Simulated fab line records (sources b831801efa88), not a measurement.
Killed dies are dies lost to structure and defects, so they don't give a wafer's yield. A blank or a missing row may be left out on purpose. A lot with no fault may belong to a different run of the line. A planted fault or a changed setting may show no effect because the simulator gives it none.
A lot that was struck, set against a sound lot ; flow sfq_line ; 42 steps out of a route of 325
Sound: wafers L403.3, L403.5, L403.6. Struck: wafers L408.1, L408.2, L408.5. Last of all comes the cause.
Each step with rows lists, per side, the tool, then ch with its chambers, then its first start. Under that, the readings that differ: sound wafers ; struck wafers ; difference of the means ; sigmas: that difference in standard deviations of wafers without a fault.
alike: readings with means less than 2 such deviations apart, plus words and numbers identical on both sides. not compared: withheld readings, readings lacking a value on some wafer, bounds such as >300 that could conceal the same value, and numbers that have no deviation in the record and whose values overlap.
Wherever a step has rows on one side only, a row that says differs or no value, or a row with sigmas, the two part there. Numbers that have no deviation but don't overlap get no sigmas and don't part them. Lack of a reading on every wafer of one side parts them only where that side has two or more wafers.

SFQ_M0_OVL_MEAS_906:
  sound on overlay-01, day 11 06:31; struck on overlay-02, day 12 22:06
  alike: M0_OVL
then, 2 steps without rows for these wafers: SFQ_TRILAYER_M0_BARC_OPEN_METAL_ETCH_031 (etches BARC in O2, target depth 125 nm, time 41.7 s); SFQ_TRILAYER_M0_ETCH_METAL_ETCH_024 (etches Nb in Cl2/Ar, stops on SiO2, target depth 240 nm, time 120 s).
SFQ_TRILAYER_M0_STRIP_STRIP_025: strips in O2.
  sound on rie_metal-03 ch 1, day 11 07:19; struck on rie_metal-02 ch 0,1, day 12 22:19
reading;sound;struck;difference;sigmas
oes_product_au (a.u.);0.985 0.988 0.992;1.011 1.011 1.002;+0.020;+2
  alike: drypump_motor_current_A
  not compared: rf_hours_counter_h
then, 3 steps without rows for these wafers: SFQ_TRILAYER_M0_STRIP_SOLV_CLEAN_026 (cleans in NMP, time 600 s); SFQ_TRILAYER_I0_DEP_PECVD_027 (deposits SiO2 from SiH4/N2O, time 111.11 s, target thk 500 nm); SFQ_TRILAYER_I0_CMP_CMP_028 (polishes SiO2).
SFQ_I0_BOW_MEAS_907:
  sound on film_metro-04, day 11 14:02; struck on film_metro-03, day 13 12:50
  alike: I0_BOW
SFQ_TRILAYER_I0_METRO_MEASURE_029:
  sound on film_metro-04, day 11 14:31; struck on film_metro-03, day 13 12:58
  alike: thk_nm
then, 3 steps without rows for these wafers: SFQ_TRILAYER_I0_VIA_LITHO_COAT_036 (resist thk 62 nm); SFQ_TRILAYER_I0_VIA_LITHO_COAT_031 (resist thk 650 nm); SFQ_TRILAYER_I0_VIA_LITHO_SOFTBAKE_035.
-- the record jumps here: 5 days lie between the struck wafers' starts before and after --
SFQ_TRILAYER_I0_VIA_LITHO_EXPOSE_032: exposes mask I0, target cd 500 nm.
  sound on krf_scanner-02 ch 0, day 15 23:35; struck on krf_scanner-02 ch 0, day 18 21:00
reading;sound;struck;difference;sigmas
model.I0.overlay_x_nm (nm);-3.574 -3.574 -3.574;64.8 64.8 64.8;+68.4;
  alike: mask, exposure_dose_mJ_cm2, focus_offset_nm
then, 2 steps without rows for these wafers: SFQ_TRILAYER_I0_VIA_LITHO_PEB_034 (peb time 60 s); SFQ_TRILAYER_I0_VIA_LITHO_DEVELOP_033 (time 60 s).
SFQ_I0_OVL_MEAS_908:
  sound on overlay-01, day 16 00:41; struck on overlay-02, day 18 22:30
reading;sound;struck;difference;sigmas
I0_OVL (nm);-11 -4 -5;67 62 67;+72;+15
then, 1 step without rows for these wafers: SFQ_TRILAYER_I0_VIA_BARC_OPEN_VIA_ETCH_046 (etches BARC in O2, target depth 125 nm, time 41.7 s).
SFQ_TRILAYER_I0_VIA_ETCH_VIA_ETCH_034: etches SiO2 in CHF3, stops on Nb, target depth 260 nm.
  sound on rie_diel-03 ch 0,1,2, day 16 00:45; struck on rie_diel-01 ch 0,1,3, day 18 22:35
  alike: bias_w, drypump_motor_current_A, oes_product_au
then, 4 steps without rows for these wafers: SFQ_TRILAYER_I0_VIA_STRIP_STRIP_035 (strips in O2); SFQ_TRILAYER_I0_VIA_STRIP_SOLV_CLEAN_036 (cleans in NMP, time 600 s); SFQ_TRILAYER_M1_DEP_PRE_CLEAN_038 (time 22.5 s); SFQ_TRILAYER_M1_DEP_SPUTTER_037 (material Nb, target thk 200 nm, time 133.3 s).
SFQ_M1_RS_MEAS_909: measurement is done with a four-point probe.
  sound on film_metro-02, day 16 01:48; struck on film_metro-04, day 18 23:36
  alike: M1_NB_RS
then, 6 steps without rows for these wafers: SFQ_TRILAYER_M1_LITHO_COAT_044 (resist thk 62 nm); SFQ_TRILAYER_M1_LITHO_COAT_039 (resist thk 600 nm); SFQ_TRILAYER_M1_LITHO_SOFTBAKE_043; SFQ_TRILAYER_M1_LITHO_EXPOSE_040 (exposes mask M1, target cd 500 nm); SFQ_TRILAYER_M1_LITHO_PEB_042 (peb time 60 s); SFQ_TRILAYER_M1_LITHO_DEVELOP_041 (time 60 s).
SFQ_M1_OVL_MEAS_911:
  sound on overlay-01, day 16 05:20; struck on overlay-02, day 19 02:02
  alike: M1_OVL
SFQ_TRILAYER_M1_BARC_OPEN_METAL_ETCH_054: etches BARC in O2, target depth 125 nm, time 41.7 s.
  sound on rie_metal-01 ch 0, day 16 05:24; struck on rie_metal-03 ch 0,1, day 19 02:04
  alike: bias_w, drypump_motor_current_A, oes_product_au
  not compared: rf_hours_counter_h
SFQ_TRILAYER_M1_ETCH_METAL_ETCH_042: etches Nb in Cl2/Ar, stops on SiO2, target depth 240 nm, time 120 s.
  sound on rie_metal-01 ch 0, day 16 05:34; struck on rie_metal-03 ch 0,1, day 19 02:08
  alike: bias_w, drypump_motor_current_A, oes_product_au
  not compared: rf_hours_counter_h
then, 4 steps without rows for these wafers: SFQ_TRILAYER_M1_STRIP_STRIP_043 (strips in O2); SFQ_TRILAYER_M1_STRIP_SOLV_CLEAN_044 (cleans in NMP, time 600 s); SFQ_TRILAYER_I1_DEP_PECVD_045 (deposits SiO2 from SiH4/N2O, time 111.11 s, target thk 500 nm); SFQ_TRILAYER_I1_CMP_CMP_046 (polishes SiO2).
SFQ_I1_BOW_MEAS_912:
  sound on film_metro-04, day 16 11:29; struck on film_metro-03, day 19 06:07
  alike: I1_BOW
then, 4 steps without rows for these wafers: SFQ_TRILAYER_I1_METRO_MEASURE_047; SFQ_TRILAYER_I1_VIA_LITHO_COAT_054 (resist thk 62 nm); SFQ_TRILAYER_I1_VIA_LITHO_COAT_049 (resist thk 650 nm); SFQ_TRILAYER_I1_VIA_LITHO_SOFTBAKE_053.
-- the record jumps here: 58 days lie between the struck wafers' starts before and after --
SFQ_M8_BOW_MEAS_951:
  sound on film_metro-02, day 76 12:08; struck on film_metro-02, day 77 00:07
reading;sound;struck;difference;sigmas
model.etest.i0.link_ohm;1.953 1.944 1.97;1.978 1.997 1.978;+0.029;
  alike: M8_BOW

## WHERE THEY PART
Last at SFQ_I0_OVL_MEAS_908 as far as this record goes, first at SFQ_TRILAYER_M0_STRIP_STRIP_025. Later steps at which nothing parts them and some readings are alike: SFQ_TRILAYER_I0_VIA_ETCH_VIA_ETCH_034, SFQ_M1_RS_MEAS_909, SFQ_M1_OVL_MEAS_911, SFQ_TRILAYER_M1_BARC_OPEN_METAL_ETCH_054, SFQ_TRILAYER_M1_ETCH_METAL_ETCH_042, SFQ_I1_BOW_MEAS_912, SFQ_M8_BOW_MEAS_951.

WHY: what the simulator had put in
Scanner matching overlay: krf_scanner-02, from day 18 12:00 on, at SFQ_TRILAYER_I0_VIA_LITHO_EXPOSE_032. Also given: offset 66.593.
